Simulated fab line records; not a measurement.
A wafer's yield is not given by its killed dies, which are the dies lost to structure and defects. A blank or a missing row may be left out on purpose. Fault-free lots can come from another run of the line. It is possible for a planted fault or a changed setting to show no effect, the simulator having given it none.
Which tool was responsible? ; flow sfq_line ; 14 lots with 42 wafers sampled at 6 steps, on a route of 325 steps

WHAT EACH GAUGE READ, for each wafer
SFQ_JJ_RS_MEAS_929: measures by four-point-probe. Usual: JJ_NB_RS 1.046 ohm/sq, standard deviation 0.0088.
lot;measured;on;JJ_NB_RS (ohm/sq);flag
L189;day 37 13:29;film_metro-03;1.042 1.035 1.054;
L190;day 37 21:53;film_metro-03;1.041 1.045 1.048;
L191;day 38 05:07;film_metro-01;1.065 1.064 1.057;
L193;day 38 15:55;film_metro-01;1.050 1.058 1.055;
L199;day 41 22:05;film_metro-01;1.048 1.053 1.068;
L201;day 42 13:37;film_metro-01;1.037 1.039 1.033;
L202;day 42 23:50;film_metro-01;1.042 1.049 1.047;
L203;day 44 14:49;film_metro-03;1.048 1.043 1.042;
L204;day 50 16:19;film_metro-01;1.052 1.051 1.040;
L205;day 51 06:45;film_metro-03;1.027 1.041 1.048;
L207;day 51 19:30;film_metro-01;1.046 1.040 1.043;
L208;day 52 16:41;film_metro-01;1.072 1.057 1.056;
L209;day 53 03:05;film_metro-01;1.064 1.060 1.056;
L211;day 53 20:25;film_metro-03;1.037 1.044 1.044;

SFQ_M7_RS_MEAS_943: measures by four-point-probe. Usual: M7_NB_RS 0.890 ohm/sq, standard deviation 0.0071.
lot;measured;on;M7_NB_RS (ohm/sq);flag
L189;day 70 06:52;film_metro-04;0.875 0.889 0.884;
L190;day 70 19:16;film_metro-04;0.437 0.438 0.440;OFF
L191;day 71 03:25;film_metro-02;0.886 0.882 0.880;
L193;day 71 09:38;film_metro-01;0.897 0.897 0.896;
L199;day 73 12:57;film_metro-01;0.440 0.440 0.443;OFF
L201;day 74 03:14;film_metro-02;0.883 0.877 0.886;
L202;day 74 06:38;film_metro-04;0.899 0.899 0.907;
L203;day 74 11:28;film_metro-01;0.900 0.899 0.886;
L204;day 75 15:40;film_metro-01;0.895 0.893 0.892;
L205;day 75 23:01;film_metro-04;0.896 0.888 0.890;
L207;day 77 14:45;film_metro-02;0.900 0.893 0.891;
L208;day 77 17:05;film_metro-01;0.888 0.883 0.893;
L209;day 77 19:31;film_metro-02;0.891 0.891 0.893;
L211;day 78 02:43;film_metro-01;0.889 0.892 0.899;

SFQ_I7_OVL_MEAS_947. Usual: I7_OVL 1 nm, standard deviation 4.7.
lot;measured;on;I7_OVL (nm);flag
L189;day 70 20:49;overlay-02;-1 2 3;
L190;day 71 10:26;overlay-01;-3 -6 -5;
L191;day 71 19:15;overlay-02;-6 -9 -6;
L193;day 71 22:51;overlay-02;-3 -2 -3;
L199;day 77 16:23;overlay-02;1 -4 -1;
L201;day 78 10:12;overlay-01;3 -2 1;
L202;day 78 11:24;overlay-01;4 5 1;
L203;day 78 19:41;overlay-01;1 -1 -2;
L204;day 79 20:58;overlay-02;0 7 9;
L205;day 80 00:58;overlay-01;7 8 4;
L207;day 81 12:22;overlay-02;1 -1 0;
L208;day 81 15:28;overlay-02;10 6 3;
L209;day 81 17:53;overlay-01;6 8 10;
L211;day 82 00:34;overlay-01;-6 -1 -8;

EACH LOT AND THE TOOL THAT RAN IT (in order: tool; ch and the chambers of the sampled wafers; start)
lot;SFQ_TRILAYER_M6_ETCH_METAL_ETCH_162;SFQ_TRILAYER_M7_DEP_SPUTTER_175;SFQ_TRILAYER_M7_ETCH_METAL_ETCH_180
L189;rie_metal-03 ch 0,1, day 65 03:41;pvd_sputter-04, day 70 06:47;rie_metal-03 ch 0,1, day 70 09:24
L190;rie_metal-01 ch 0,1, day 65 19:17;pvd_sputter-05, day 70 18:55;rie_metal-02 ch 0,1, day 70 22:14
L191;rie_metal-04 ch 0,1, day 66 06:05;pvd_sputter-04, day 71 03:19;rie_metal-03 ch 0,1, day 71 05:55
L193;rie_metal-01 ch 0,1, day 66 15:41;pvd_sputter-04, day 71 09:31;rie_metal-03 ch 1, day 71 12:08
L199;rie_metal-03 ch 0,1, day 69 05:56;pvd_sputter-06, day 73 12:32;rie_metal-03 ch 0,1, day 77 08:51
L201;rie_metal-03 ch 0,1, day 70 02:17;pvd_sputter-04, day 74 03:09;rie_metal-02 ch 0,1, day 77 23:18
L202;rie_metal-01 ch 0,1, day 70 07:07;pvd_sputter-06, day 74 06:32;rie_metal-02 ch 0,1, day 78 03:18
L203;rie_metal-03 ch 0,1, day 70 11:56;pvd_sputter-06, day 74 11:20;rie_metal-02 ch 0,1, day 78 10:40
L204;rie_metal-03 ch 0,1, day 71 14:25;pvd_sputter-04, day 75 15:35;rie_metal-02 ch 0,1, day 79 10:37
L205;rie_metal-03 ch 0,1, day 71 16:49;pvd_sputter-05, day 75 22:54;rie_metal-01 ch 0, day 79 14:13
L207;rie_metal-03 ch 0,1, day 73 12:23;pvd_sputter-06, day 77 14:36;rie_metal-03 ch 0,1, day 81 03:00
L208;rie_metal-04 ch 0,1, day 73 14:44;pvd_sputter-04, day 77 17:00;rie_metal-03 ch 0,1, day 81 05:22
L209;rie_metal-01 ch 0,1, day 73 16:17;pvd_sputter-05, day 77 19:24;rie_metal-01 ch 0, day 81 06:40
L211;rie_metal-01 ch 1, day 74 00:40;pvd_sputter-05, day 78 02:37;rie_metal-02 ch 0,1, day 81 12:34
- SFQ_TRILAYER_M6_ETCH_METAL_ETCH_162: etches Nb in Cl2/Ar, stops on SiO2, target depth 240 nm, time 120 s.
- SFQ_TRILAYER_M7_DEP_SPUTTER_175: material Nb, target thk 200 nm, time 133.3 s.
- SFQ_TRILAYER_M7_ETCH_METAL_ETCH_180: etches Nb in Cl2/Ar, stops on SiO2, target depth 240 nm, time 120 s.

AS READ BY THE TOOLS THEMSELVES (means over the sampled wafers that have a number; for cases with no such wafer, the mark the record gives instead)
SFQ_TRILAYER_M6_ETCH_METAL_ETCH_162. Usual: drypump_motor_current_A 5.61 A, standard deviation 0.27; oes_product_au 0.898 a.u., standard deviation 0.0066.
lot;tool;drypump_motor_current_A (A);oes_product_au (a.u.);flag
L189;rie_metal-03;5.43;0.893;
L190;rie_metal-01;5.75;0.895;
L191;rie_metal-04;5.97;0.897;
L193;rie_metal-01;5.62;0.897;
L199;rie_metal-03;5.37;0.902;
L201;rie_metal-03;5.44;0.899;
L202;rie_metal-01;5.76;0.890;
L203;rie_metal-03;5.34;0.896;
L204;rie_metal-03;5.43;0.899;
L205;rie_metal-03;5.38;0.894;
L207;rie_metal-03;5.35;0.892;
L208;rie_metal-04;5.96;0.898;
L209;rie_metal-01;5.76;0.907;
L211;rie_metal-01;5.46;0.895;

SFQ_TRILAYER_M7_DEP_SPUTTER_175. Usual: throttle_valve_pct 30.5 %, standard deviation 1.1.
lot;tool;throttle_valve_pct (%);flag
L189;pvd_sputter-04;31.5;
L190;pvd_sputter-05;30.6;
L191;pvd_sputter-04;31.2;
L193;pvd_sputter-04;30.1;
L199;pvd_sputter-06;31.5;
L201;pvd_sputter-04;31.4;
L202;pvd_sputter-06;29.9;
L203;pvd_sputter-06;31.0;
L204;pvd_sputter-04;32.1;
L205;pvd_sputter-05;29.8;
L207;pvd_sputter-06;31.0;
L208;pvd_sputter-04;31.2;
L209;pvd_sputter-05;30.4;
L211;pvd_sputter-05;30.4;

SFQ_TRILAYER_M7_ETCH_METAL_ETCH_180. Usual: drypump_motor_current_A 5.4 A, standard deviation 0.35; oes_product_au 0.894 a.u., standard deviation 0.0057.
lot;tool;drypump_motor_current_A (A);oes_product_au (a.u.);flag
L189;rie_metal-03;5.4;0.896;
L190;rie_metal-02;5.2;0.991;OFF
L191;rie_metal-03;5.4;0.893;
L193;rie_metal-03;5.3;0.892;
L199;rie_metal-03;5.4;1.008;OFF
L201;rie_metal-02;4.9;0.897;
L202;rie_metal-02;5.2;0.891;
L203;rie_metal-02;5.2;0.890;
L204;rie_metal-02;4.9;0.890;
L205;rie_metal-01;5.9;0.888;
L207;rie_metal-03;5.4;0.887;
L208;rie_metal-03;5.4;0.898;
L209;rie_metal-01;5.9;0.889;
L211;rie_metal-02;4.9;0.892;

THE ANSWER, worked out from the rows above alone
Rule: lot off if the mean of its wafers having a number is beyond 3 standard deviations from the usual mean. A lot without any number at a reading at which 4 lots or more have one is off too. Where the step has rows for the other lots, those lots are counted as sound. Order of review: gauges by route order, followed by the tools' own readings, for which a lot's mean as printed above is used. At the first step where some lot is off, the reading lying furthest off is the one used; lots without a number count as furthest.
Off: L190, L199, seen at SFQ_M7_RS_MEAS_943 (M7_NB_RS).
If a tool, at a process step before that reading, ran all the lots that are off and no sound lot after the first of them, it fits. Not tried: the gauges at SFQ_M7_RS_MEAS_943; whatever is off there is also off at SFQ_TRILAYER_M7_ETCH_METAL_ETCH_180, on other tools, and gauge error can't account for it. None of those tried fits.

WHAT THE SIMULATOR HAD INSERTED
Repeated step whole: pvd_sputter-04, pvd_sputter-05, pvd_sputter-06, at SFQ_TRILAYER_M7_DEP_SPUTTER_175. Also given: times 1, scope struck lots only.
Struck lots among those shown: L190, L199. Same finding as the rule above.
